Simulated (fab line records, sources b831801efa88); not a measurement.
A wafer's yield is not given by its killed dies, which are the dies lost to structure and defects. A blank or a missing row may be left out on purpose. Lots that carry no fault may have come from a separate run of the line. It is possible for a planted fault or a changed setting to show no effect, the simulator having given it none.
Chamber matching	flow sky130	4 sister chambers for SKY_VIA1_CMP_02 on cmp-01
The step polishes SiO2. 36 wafers are shown with their chamber, then 12 later ones without.

## EACH WAFER AND ITS CHAMBER
wafer	chamber	motor_current_A (A)
L074.1	0	10.9
L074.4	3	12.8
L074.6	3	12.3
L075.3	1	11.8
L075.4	2	12.6
L075.5	1	12.3
L076.1	1	11.8
L076.2	3	13.4
L076.6	3	12.4
L079.2	1	11.7
L079.3	3	12.4
L079.4	0	10.9
L080.1	2	11.7
L080.2	0	11.5
L080.5	2	12.1
L082.3	3	12.8
L082.5	3	12.8
L082.6	0	11.8
L083.2	3	13.2
L083.3	0	11.1
L083.4	2	11.3
L084.1	1	12.5
L084.3	2	12.2
L084.4	3	13.1
L086.1	0	11.5
L086.3	3	13.2
L086.4	2	11.2
L088.3	3	13.3
L088.5	0	11.3
L088.6	3	13.2
L089.4	3	13.0
L089.5	1	12.3
L089.6	2	11.3
L090.2	2	11.6
L090.3	3	12.8
L090.5	3	13.1

SIGNATURES (averages over the wafers above)
reading	chamber 0	chamber 1	chamber 2	chamber 3	scatter within a chamber
motor_current_A	11.286	12.067	11.750	12.920	0.383
Rule: for each reading, subtract the chamber's mean from the wafer's reading, divide by that reading's scatter and square the result; add these up over the readings and take the root, which gives the wafer's distance from the chamber. The wafer belongs to the nearest chamber; if the next one is less than 2 further off, it can't be placed. How the scatter is found: for the shown wafers, subtract from each reading the mean of its chamber, square and add these, divide the total by (wafers less chambers), then take the root.

## WAFERS MISSING THEIR CHAMBER
wafer	motor_current_A (A)
L091.4	12.4
L091.5	11.9
L091.6	13.9
L092.1	12.1
L092.4	12.1
L092.6	11.4
L094.1	12.3
L094.2	11.8
L094.5	12.0
L097.2	12.4
L097.3	12.0
L097.4	11.4

## WHICH CHAMBER EACH WENT THROUGH
wafer	from the rows above	in truth
L091.4	can't be placed: 1 or 3 or 2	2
L091.5	can't be placed: 2 or 1 or 0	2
L091.6	3	3
L092.1	can't be placed: 1 or 2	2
L092.4	can't be placed: 1 or 2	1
L092.6	can't be placed: 0 or 2 or 1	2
L094.1	can't be placed: 1 or 2 or 3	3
L094.2	can't be placed: 2 or 1 or 0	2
L094.5	can't be placed: 1 or 2 or 0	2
L097.2	can't be placed: 1 or 3 or 2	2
L097.3	can't be placed: 1 or 2 or 0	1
L097.4	can't be placed: 0 or 2 or 1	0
Correctly placed: 1 of 12. Cannot be placed on the basis of these rows: 11; the candidates contain the true chamber in 11. Number placed wrongly: 0.
